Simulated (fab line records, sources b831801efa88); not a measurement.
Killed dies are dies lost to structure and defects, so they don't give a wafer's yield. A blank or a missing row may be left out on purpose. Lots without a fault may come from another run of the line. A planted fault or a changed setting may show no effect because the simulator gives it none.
A struck lot beside a sound one | flow gf180mcu | 15 steps out of a route of 602
Sound: wafers L227.1, L227.4, L227.6. Struck: wafers L235.3, L235.5, L235.6. The cause comes at the end.
At each step with rows: each side's tool, then ch and its chambers, then its first start. Under that, the readings that differ: sound wafers | struck wafers | difference of the means | sigmas: that difference in standard deviations of wafers without a fault.
alike: readings whose means differ by less than 2 such deviations, and words and numbers that are the same on both sides. not compared: withheld readings, readings that some wafer has no value for, bounds like >300 that may hide the same value, and numbers for which the record gives no deviation and whose values overlap.
The two part at a step that has a row with sigmas, a row that says differs or no value, or rows on one side only. Numbers that don't overlap but have no deviation are shown without sigmas and don't part them. A reading that every wafer of one side lacks parts them only if that side has two wafers or more.

first, 1 step without rows for these wafers: GF_LVPWELL_DEVELOP_06 (develop time 60 s).
GF_LVPWELL_OVL_MEAS_07:
  sound on overlay-02, day 6 00:18; struck on overlay-02, day 8 04:20
  alike: LVPWELL_OVL
then, 2 steps without rows for these wafers: GF_LVPWELL_IMPLANT_08; GF_LVPWELL_IMPLANT_09.
GF_LVPWELL_STRIP_10: strips in O2/N2.
  sound on plasma_asher-01 ch 0, day 6 00:38; struck on plasma_asher-02 ch 0,1, day 8 04:41
  reading                      | sound             | struck            | difference | sigmas
  heater_power_w (W)           | 318 320 313       | 346 337 349       | +27        | +2
  strip_time_to_endpoint_s (s) | 36.79 36.68 36.65 | 36.98 36.98 36.97 | +0.27      | +2
  alike: drypump_motor_current_A, n2_flow_sccm, oes_product_au
  not compared: rf_hours_counter_h
GF_LVPWELL_TW_MEAS_11:
  sound on film_metro-01, day 6 00:44; struck on film_metro-02, day 8 04:46
  reading    | sound       | struck      | difference | sigmas
  LVPWELL_TW | 563 563 564 | 552 551 551 | -12        | -2
then, 6 steps without rows for these wafers: GF_MVSD_DEHYDRATE_00 (time 60 s); GF_MVSD_HMDS_01 (prime time 60 s); GF_MVSD_COAT_02 (resist thk 3000 nm); GF_MVSD_SOFTBAKE_03; GF_MVSD_EXPOSE_04 (exposes mask MVSD, target cd 1000 nm); GF_MVSD_PEB_05.
GF_MVSD_DEVELOP_06: develop time 60 s.
  sound on litho_track-04 ch 0, day 6 15:00; struck on litho_track-03 ch 0, day 8 21:00
  reading              | sound             | struck            | difference | sigmas
  developer_temp_C (C) | 22.91 22.92 23.09 | 22.10 22.02 22.18 | -0.87      | -9
GF_MVSD_OVL_MEAS_07:
  sound on overlay-01, day 6 15:57; struck on overlay-02, day 8 21:59
  alike: MVSD_OVL
GF_PASSIVATION_PROBE_99:
  the record has rows for the sound wafers here (prober-01, day 31 21:34) and none for the struck ones

WHERE THEY PART
First at GF_LVPWELL_STRIP_10; last, within this record, at GF_PASSIVATION_PROBE_99.

WHY: what the simulator had put in
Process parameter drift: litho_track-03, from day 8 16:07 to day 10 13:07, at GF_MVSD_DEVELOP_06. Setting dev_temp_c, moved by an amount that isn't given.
